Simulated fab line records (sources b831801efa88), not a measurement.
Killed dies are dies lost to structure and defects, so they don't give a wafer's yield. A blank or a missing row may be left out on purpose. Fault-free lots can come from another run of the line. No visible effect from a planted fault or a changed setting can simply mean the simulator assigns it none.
fab line records	flow sky130
[record] lots = 12	wafers = 36	last_day = 50
route steps=708 shown POLY_GATE@204 CONTACT@424 VIA1@479
lots that met no fault: from a run of the same line without faults
start_h: hours from the record's first day to the start of the lot's first wafer shown	wait_h: time in hours since the lot's previous step	" repeats the value in the row above	L1.1+2: one row covering several wafers at once	- no value, or no start given	* or withheld: withheld	< > ~ a bound
route shown NAME@n: a module of which the file shows steps, and the number in the route of the first	usual: mean/standard deviation taken from wafers without a fault	same: alike in all rows	chamber/n: place in a boat	sites: per-site readings	_std_site: their standard deviation	_edge_site: inner sites' mean taken away from outer sites' mean	radius_mm: for every site, how far away it sits from the centre of the wafer	mask NAME#n: copy n	behind: the tool/chamber that last shaped the wafer	hold: cause of the lot's hold/its duration in hours/its outcome	device: the transistor (n, p or np) that didn't switch	end of line: tests of these same wafers at the route's end	step lacking rows: just its recipe	killed: not the wafer's yield, but the dies lost to structure and defects at the first sort	map: a wafer's dies, marking killed ones x, the rest . and places with no die _
set.NAME: the run value of the setting; set.NAME@STEP: its run value at that earlier step	model.NAME: the simulator's own value behind a step, which no gauge read
steps of the route over a sample of lots; a table a step, a row a wafer
services: the hour from which a tool's chamber was out of use, counted from the record's first day as start_h (under 0 if before that day), plus the number of hours and why
[[steps]]
[step SKY_POLY_GATE_CVD_00]
[recipe] material = poly-Si	target_thk_nm = 180	temp_c = 620	time_s = 720	pressure_mtorr = 200
[usual] pressure_mtorr = 199.9/0.36
lot.wafer	tool	chamber	start_h	wait_h	pressure_mtorr
L641.3	lpcvd-01	0	312.62	0.0	199.6
L641.4	"	0	"	"	199.7
L641.5	"	0	"	"	200.3
L642.1	lpcvd-01	0	312.62	0.0	200.4
L642.4	"	0	"	"	200.1
L642.6	"	0	"	"	200.2
L646.1	lpcvd-01	0	357.70	0.0	199.4
L646.2	"	0	"	"	199.9
L646.6	"	0	"	"	200.7
L647.1	lpcvd-01	1	357.70	0.0	199.6
L647.4	"	1	"	"	200.1
L647.5	"	1	"	"	200.0
L648.1	lpcvd-01	0	377.09	0.0	200.3
L648.3	"	0	"	"	200.0
L648.5	"	0	"	"	199.8
L649.3	lpcvd-01	0	391.89	0.0	199.7
L649.4	"	0	"	"	200.1
L649.6	"	0	"	"	199.6
L651.1	lpcvd-01	0	399.16	0.0	200.1
L651.4	"	0	"	"	200.1
L651.6	"	0	"	"	200.2
L652.1	lpcvd-01	0	415.97	0.0	199.6
L652.2	"	0	"	"	199.8
L652.6	"	0	"	"	199.6
L654.2	lpcvd-01	1	423.15	0.0	99.8
L654.4	"	1	"	"	100.2
L654.6	"	1	"	"	100.2
L655.3	lpcvd-01	0	433.06	0.0	99.6
L655.4	"	0	"	"	99.7
L655.6	"	0	"	"	100.0
L656.2	lpcvd-01	0	449.56	0.0	99.8
L656.3	"	0	"	"	100.0
L656.5	"	0	"	"	100.5
L664.1	lpcvd-01	1	508.68	0.0	200.0
L664.2	"	1	"	"	199.6
L664.4	"	1	"	"	199.5
[step SKY_POLY_GATE_THK_MEAS_01]
[recipe] reads = poly-Si_of_POLY_GATE_CVD_00
[usual] POLY_GATE_CVD_00_THK = 179.7/1.7
lot.wafer	tool	chamber	start_h	wait_h	POLY_GATE_CVD_00_THK[nm]
L642.1	film_metro-02	-	313.82	0.0	181.4
L642.4	"	-	"	"	180.8
L642.6	"	-	"	"	180.9
L641.3	film_metro-03	-	313.84	0.0	182.5
L641.4	"	-	"	"	180.6
L641.5	"	-	"	"	180.2
L646.1	film_metro-01	-	358.90	0.0	179.7
L646.2	"	-	"	"	179.5
L646.6	"	-	"	"	178.9
L647.1	film_metro-02	-	358.94	0.0	179.7
L647.4	"	-	"	"	179.7
L647.5	"	-	"	"	179.5
L648.1	film_metro-03	-	378.29	0.0	175.4
L648.3	"	-	"	"	177.3
L648.5	"	-	"	"	176.6
L649.3	film_metro-03	-	393.11	0.0	179.9
L649.4	"	-	"	"	178.0
L649.6	"	-	"	"	179.9
L651.1	film_metro-01	-	400.36	0.0	182.1
L651.4	"	-	"	"	182.7
L651.6	"	-	"	"	182.6
L652.1	film_metro-01	-	417.17	0.0	181.0
L652.2	"	-	"	"	181.2
L652.6	"	-	"	"	180.1
L654.2	film_metro-01	-	424.36	0.0	127.1
L654.4	"	-	"	"	128.2
L654.6	"	-	"	"	128.9
L655.3	film_metro-02	-	434.28	0.0	125.2
L655.4	"	-	"	"	126.1
L655.6	"	-	"	"	125.7
L656.2	film_metro-03	-	450.77	0.0	128.0
L656.3	"	-	"	"	128.8
L656.5	"	-	"	"	127.4
L664.1	film_metro-02	-	509.88	0.0	182.3
L664.2	"	-	"	"	181.1
L664.4	"	-	"	"	183.4
[step SKY_POLY_GATE_ETCH_17]
[recipe] target_depth_nm = 180	stop_on = SiO2	over_etch_frac = 0.56667	chemistry = HBr/Cl2	target = poly-Si	icp_w = 400	bias_w = 100	pressure_mtorr = 10	HBr_flow_sccm = 150	Cl2_flow_sccm = 50	time_s = 70.5
[usual] drypump_motor_current_A = 5.8/0.37	oes_product_au = 0.984/0.0084	throttle_valve_pct = 33.683/0.0091
lot.wafer	tool	chamber	start_h	wait_h	drypump_motor_current_A	oes_product_au	rf_hours_counter_h	throttle_valve_pct
L641.3	rie_si-02	3	370.59	0.0	5.8	0.976	0	33.671
L641.4	"	1	"	"	5.6	0.965	20	33.684
L641.5	"	1	"	"	5.6	0.969	-	33.680
L642.1	rie_si-01	1	372.12	0.0	6.1	0.993	1	33.686
L642.4	"	0	"	"	6.1	0.988	42	33.677
L642.6	"	0	"	"	6.1	1.000	-	33.678
L647.1	rie_si-02	3	417.34	0.0	5.7	0.991	1	33.686
L647.4	"	0	"	"	6.4	0.965	5	33.684
L647.5	"	3	"	"	5.7	0.984	-	33.660
L646.1	rie_si-01	0	418.27	0.0	6.1	0.994	42	33.688
L646.2	"	3	"	"	5.6	0.990	2	33.681
L646.6	"	0	"	"	6.1	0.988	-	33.672
L648.1	rie_si-01	0	442.67	0.0	6.1	0.974	42	33.701
L648.3	"	1	"	"	6.1	0.983	1	33.686
L648.5	"	2	"	"	5.6	0.982	-	33.679
L649.3	rie_si-02	3	454.69	0.0	5.7	0.981	1	33.687
L649.4	"	1	"	"	5.5	0.981	21	33.694
L649.6	"	1	"	"	5.5	0.977	-	33.688
L651.1	rie_si-02	0	465.39	0.0	6.4	0.987	5	33.698
L651.4	"	2	"	"	5.1	1.001	3	33.663
L651.6	"	3	"	"	5.7	0.991	-	33.697
L652.1	rie_si-01	2	480.53	0.0	5.7	0.996	6	33.677
L652.2	"	0	"	"	6.1	0.993	43	33.692
L652.6	"	0	"	"	6.1	0.989	-	33.681
L654.2	rie_si-01	0	488.58	0.0	6.1	0.789	43	33.662
L654.4	"	2	"	"	5.7	0.778	6	33.676
L654.6	"	0	"	"	6.1	0.792	-	33.687
L655.3	rie_si-02	0	497.47	0.0	6.3	0.778	5	33.697
L655.4	"	1	"	"	5.6	0.779	21	33.684
L655.6	"	0	"	"	6.3	0.772	-	33.682
L656.2	rie_si-01	2	513.13	0.0	5.6	0.789	6	33.676
L656.3	"	0	"	"	6.1	0.794	43	33.689
L656.5	"	1	"	"	6.2	0.783	-	33.671
L664.1	rie_si-02	3	572.27	0.0	5.7	0.979	1	33.684
L664.2	"	0	"	"	6.4	0.978	5	33.694
L664.4	"	2	"	"	5.1	0.996	3	33.675
[step SKY_CONTACT_ETCH_18]
[recipe] target = Si3N4	chemistry = CHF3/O2	stop_on = TiN	source_w = 600	bias_w = 200	pressure_mtorr = 40	chf3_flow_sccm = 50	O2_flow_sccm = 5	time_s = 39	target_depth_a = 750
[usual] drypump_motor_current_A = 5.6/0.44	oes_product_au = 0.853/0.0069	throttle_valve_pct = 8.793/0.0092
lot.wafer	tool	chamber	start_h	wait_h	drypump_motor_current_A	oes_product_au	rf_hours_counter_h	throttle_valve_pct
L641.3	rie_diel-04	3	-	-	5.8	0.847	7	8.797
L641.4	"	0	"	"	5.6	0.844	12	8.795
L641.5	"	0	"	"	5.6	0.845	-	8.783
L642.1	rie_diel-02	3	-	-	6.1	0.848	21	8.794
L642.4	"	1	"	"	6.0	0.857	15	8.788
L642.6	"	1	"	"	6.0	0.858	-	8.807
L647.1	rie_diel-02	1	-	-	6.0	0.848	16	8.791
L647.4	"	3	"	"	6.0	0.844	-	8.794
L647.5	"	0	"	"	5.0	0.862	-	8.794
L646.1	rie_diel-02	3	-	-	6.0	0.845	22	8.785
L646.2	"	0	"	"	5.0	0.852	3	8.779
L646.6	"	3	"	"	6.1	0.858	-	8.792
L648.1	rie_diel-01	3	-	-	5.7	0.850	5	8.779
L648.3	"	0	"	"	5.2	0.851	20	8.801
L648.5	"	1	"	"	5.0	0.864	-	8.797
L649.3	rie_diel-01	0	-	-	5.1	0.857	20	8.796
L649.4	"	3	"	"	5.7	0.874	5	8.787
L649.6	"	0	"	"	5.2	0.857	-	8.787
L651.1	rie_diel-02	1	-	-	6.0	0.848	18	8.779
L651.4	"	3	"	"	6.0	0.864	24	8.786
L651.6	"	0	"	"	5.0	0.859	-	8.793
L652.1	rie_diel-02	1	-	-	6.0	0.850	18	8.809
L652.2	"	2	"	"	5.2	0.850	17	8.801
L652.6	"	0	"	"	5.0	0.864	-	8.786
L654.2	rie_diel-04	0	-	-	5.5	0.852	15	8.800
L654.4	"	1	"	"	6.1	0.860	21	8.811
L654.6	"	2	"	"	6.1	0.860	-	8.795
L655.3	rie_diel-02	1	-	-	6.0	0.851	19	8.799
L655.4	"	3	"	"	6.0	0.857	25	8.784
L655.6	"	3	"	"	6.0	0.852	-	8.793
L656.2	rie_diel-01	3	-	-	5.7	0.839	7	8.782
L656.3	"	2	"	"	5.4	0.850	16	8.798
L656.5	"	3	"	"	5.7	0.859	-	8.795
L664.1	rie_diel-01	3	-	-	5.7	0.846	8	8.800
L664.2	"	2	"	"	5.4	0.848	17	8.798
L664.4	"	1	"	"	4.9	0.855	2	8.785
[step SKY_CONTACT_THK_MEAS_26]
[recipe] thk_meas_gauge = xrf	reads = W_of_CONTACT_CVD_24
[usual] CONTACT_W_THK = 348/9
lot.wafer	tool	chamber	start_h	wait_h	CONTACT_W_THK[nm]
L641.3	film_metro-04	-	735.53	0.1	354
L641.4	"	-	"	"	336
L641.5	"	-	"	"	334
L642.1	film_metro-03	-	739.06	0.1	343
L642.4	"	-	"	"	339
L642.6	"	-	"	"	339
L647.1	film_metro-02	-	777.55	0.1	348
L647.4	"	-	"	"	352
L647.5	"	-	"	"	349
L646.1	film_metro-03	-	778.91	0.1	331
L646.2	"	-	"	"	355
L646.6	"	-	"	"	336
L648.1	film_metro-02	-	802.62	0.1	359
L648.3	"	-	"	"	344
L648.5	"	-	"	"	339
L649.3	film_metro-02	-	815.07	0.1	346
L649.4	"	-	"	"	350
L649.6	"	-	"	"	351
L651.1	film_metro-02	-	823.78	0.1	346
L651.4	"	-	"	"	364
L651.6	"	-	"	"	364
L652.1	film_metro-03	-	831.57	0.1	356
L652.2	"	-	"	"	338
L652.6	"	-	"	"	342
L654.2	film_metro-03	-	838.30	0.1	345
L654.4	"	-	"	"	364
L654.6	"	-	"	"	346
L655.3	film_metro-04	-	851.05	0.1	332
L655.4	"	-	"	"	351
L655.6	"	-	"	"	333
L656.2	film_metro-03	-	864.75	0.1	359
L656.3	"	-	"	"	339
L656.5	"	-	"	"	337
L664.1	film_metro-03	-	911.17	0.1	358
L664.2	"	-	"	"	337
L664.4	"	-	"	"	336
[step SKY_VIA1_CVD_21]
[recipe] material = W	target_thk_nm = 270	time_s = 80.902	temp_c = 400	pressure_torr = 40
[usual] heater_power_w = 906/80
lot.wafer	tool	chamber	start_h	wait_h	heater_power_w
L641.3	cvd_w-01	1	792.93	0.1	918
L641.4	"	0	"	"	828
L641.5	"	0	"	"	816
L642.1	cvd_w-02	0	796.78	0.0	986
L642.4	"	0	"	"	992
L642.6	"	1	"	"	920
L647.1	cvd_w-01	1	833.73	0.0	900
L647.4	"	0	"	"	845
L647.5	"	1	"	"	923
L646.1	cvd_w-01	1	834.80	0.0	883
L646.2	"	0	"	"	833
L646.6	"	1	"	"	915
L648.1	cvd_w-02	0	858.77	0.0	981
L648.3	"	1	"	"	901
L648.5	"	0	"	"	982
L649.3	cvd_w-02	0	869.85	0.1	999
L649.4	"	1	"	"	921
L649.6	"	0	"	"	974
L651.1	cvd_w-02	1	879.18	0.0	926
L651.4	"	0	"	"	977
L651.6	"	0	"	"	977
L652.1	cvd_w-02	1	886.28	0.0	943
L652.2	"	0	"	"	1002
L652.6	"	1	"	"	928
L654.2	cvd_w-02	0	893.73	0.0	965
L654.4	"	0	"	"	983
L654.6	"	0	"	"	991
L655.3	cvd_w-02	0	905.71	0.1	969
L655.4	"	1	"	"	934
L655.6	"	0	"	"	979
L656.2	cvd_w-01	0	918.54	0.0	747
L656.3	"	1	"	"	944
L656.5	"	0	"	"	743
L664.1	cvd_w-01	1	964.91	0.0	977
L664.2	"	0	"	"	746
L664.4	"	0	"	"	763
[[services]]
tool	chamber	start_h	hours	kind
rie_si-01	1	303.53	6.1	repair
rie_si-02	-	305.27	2.0	repair
rie_diel-02	0	321.83	6.3	repair
rie_si-02	0	327.92	4.8	repair
cvd_w-02	0	346.91	2.4	repair
lpcvd-01	-	356.79	0.3	repair
cvd_w-02	-	390.00	14.0	pm
rie_si-01	3	396.55	8.2	repair
rie_diel-02	0	405.82	5.5	repair
rie_si-01	1	413.72	21.1	repair
rie_si-01	2	419.83	6.8	repair
rie_diel-02	-	433.04	0.7	repair
rie_si-02	-	475.28	14.6	pm
rie_si-01	-	489.88	4.3	pm
cvd_w-02	-	527.38	14.6	pm
lpcvd-01	-	529.74	2.2	repair
rie_si-01	-	530.55	0.5	repair
cvd_w-02	-	550.98	1.5	repair
lpcvd-01	-	627.93	14.6	pm
lpcvd-01	-	643.73	6.1	pm
lpcvd-01	-	771.82	0.6	repair
cvd_w-02	-	875.19	1.7	repair
lpcvd-01	-	917.15	2.8	pm
lpcvd-01	-	939.41	17.2	pm
[[key]]
[first_sign] step = SKY_POLY_GATE_CVD_00	reading = pressure_mtorr	direction = down	sigmas = 99+	usual = 199.9	struck = 100.0
[effect] step = SKY_POLY_GATE_THK_MEAS_01	reading = POLY_GATE_CVD_00_THK	direction = down	sigmas = 32	usual = 179.7	struck = 127.3
[effect] step = SKY_POLY_GATE_ETCH_17	reading = oes_product_au	direction = down	sigmas = 24	usual = 0.984	struck = 0.784
met_at SKY_POLY_GATE_CVD_00
struck_lots L654,L655,L656
tester_left_out L654,L655,L656
not_acting_at SKY_CONTACT_ETCH_18,SKY_CONTACT_THK_MEAS_26,SKY_VIA1_CVD_21
onset_between 415.97 423.15
[fault] kind = process_parameter_drift	tool = lpcvd-01	chamber = -	onset_h = 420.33	steps = SKY_POLY_GATE_CVD_00	channel = pressure_mtorr	offset = -100	shape = step	end_h = 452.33	stated = 200
// tester_left_out: of these lots the tester's yield and bins aren't shown, on N5 and GAA mostly nor the transistor test; their killed dies are dies lost to structure and defects alone, not to doping, threshold or leakage, so they don't give the yield
